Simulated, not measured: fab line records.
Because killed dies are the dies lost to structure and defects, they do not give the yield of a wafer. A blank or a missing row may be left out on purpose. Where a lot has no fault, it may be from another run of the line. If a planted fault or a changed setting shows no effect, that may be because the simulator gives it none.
The tool behind it: which one?    flow sky130    Sampling: 12 lots, 36 wafers, 2 of 708 route steps

== WHAT EACH GAUGE READ, for each wafer ==
SKY_VIA3_THK_MEAS_23: measures by xrf.
lot   measured      on             VIA3_W_THK (nm)
L382  day 39 09:51  film metro-03  401 406 400
L383  day 39 23:24  film metro-03  405 406 406
L386  day 40 23:16  film metro-01  398 403 399
L387  day 41 03:19  film metro-02  399 394 396
L388  day 41 04:42  film metro-03  393 389 402
L395  day 43 13:44  film metro-01  405 402 399
L397  day 43 21:47  film metro-01  398 398 392
L398  day 44 11:53  film metro-01  398 398 407
L399  day 44 20:46  film metro-02  405 412 410
L400  day 44 18:00  film metro-02  402 408 403
L401  day 44 22:56  film metro-01  403 409 405
L403  day 45 11:46  film metro-02  399 401 396

== TOOL THAT RAN EACH LOT (tool first, then ch and the chambers of the sampled wafers, then the start) ==
lot   SKY_NWELL_STRIP_25
L382  plasma asher-04 ch 1, day 5 07:37
L383  plasma asher-01 ch 0,1, day 5 12:16
L386  plasma asher-01 ch 0,1, day 6 10:04
L387  plasma asher-03 ch 0,1, day 6 13:33
L388  plasma asher-04 ch 0, day 6 17:44
L395  plasma asher-01 ch 0,1, day 8 16:16
L397  plasma asher-01 ch 0,1, day 9 02:56
L398  plasma asher-04 ch 0,1, day 9 06:50
L399  plasma asher-04 ch 0, day 9 16:22
L400  plasma asher-03 ch 0,1, day 9 17:02
L401  plasma asher-03 ch 0,1, day 10 01:46
L403  plasma asher-04 ch 0,1, day 10 16:06
- SKY_NWELL_STRIP_25: strips in O2/N2.

== AS READ BY THE TOOLS THEMSELVES (means over the sampled wafers that have a number; for cases with no such wafer, the mark the record gives instead) ==
SKY_NWELL_STRIP_25.
lot   tool             drypump motor current A (A)  n2 flow sccm (sccm)  oes product au (a.u.)  strip time to endpoint s (s)
L382  plasma asher-04  6.3                          299.9                0.723                  36.88
L383  plasma asher-01  5.5                          300.6                0.720                  36.85
L386  plasma asher-01  5.4                          299.7                0.724                  36.84
L387  plasma asher-03  5.4                          300.0                0.721                  36.89
L388  plasma asher-04  5.6                          299.4                0.722                  36.85
L395  plasma asher-01  5.4                          300.1                0.723                  37.08
L397  plasma asher-01  5.4                          300.4                0.722                  36.92
L398  plasma asher-04  5.8                          301.2                0.718                  36.80
L399  plasma asher-04  5.6                          299.5                0.718                  36.96
L400  plasma asher-03  5.4                          300.0                0.725                  36.79
L401  plasma asher-03  5.6                          300.0                0.723                  36.98
L403  plasma asher-04  6.1                          299.5                0.723                  36.97

== THE ANSWER, worked out from the rows above alone ==
Rule: what is usual is taken from the lots themselves. The widest of any qualifying gaps counts: lots, ordered by their means at a reading, are off when they make up no more than a third of the lots, leave a main group of 4 or more, and stand apart from it by 3 or more times the standard deviation of that group's means. A main group whose means are all the same, to the digits that the tables above print for the reading, isn't used. A lot without any number at a reading at which 4 lots or more have one is off too. Any other lot the step has rows for is counted as sound. The gauges are gone through in route order, then the tools' own readings, and for those a lot's mean is taken as printed above. At the first step where some lot is off, the reading lying furthest off is the one used; lots without a number count as furthest.
No lot is off at any reading shown: from this, nothing can be told.

== WHAT HAD BEEN PUT IN BY THE SIMULATOR ==
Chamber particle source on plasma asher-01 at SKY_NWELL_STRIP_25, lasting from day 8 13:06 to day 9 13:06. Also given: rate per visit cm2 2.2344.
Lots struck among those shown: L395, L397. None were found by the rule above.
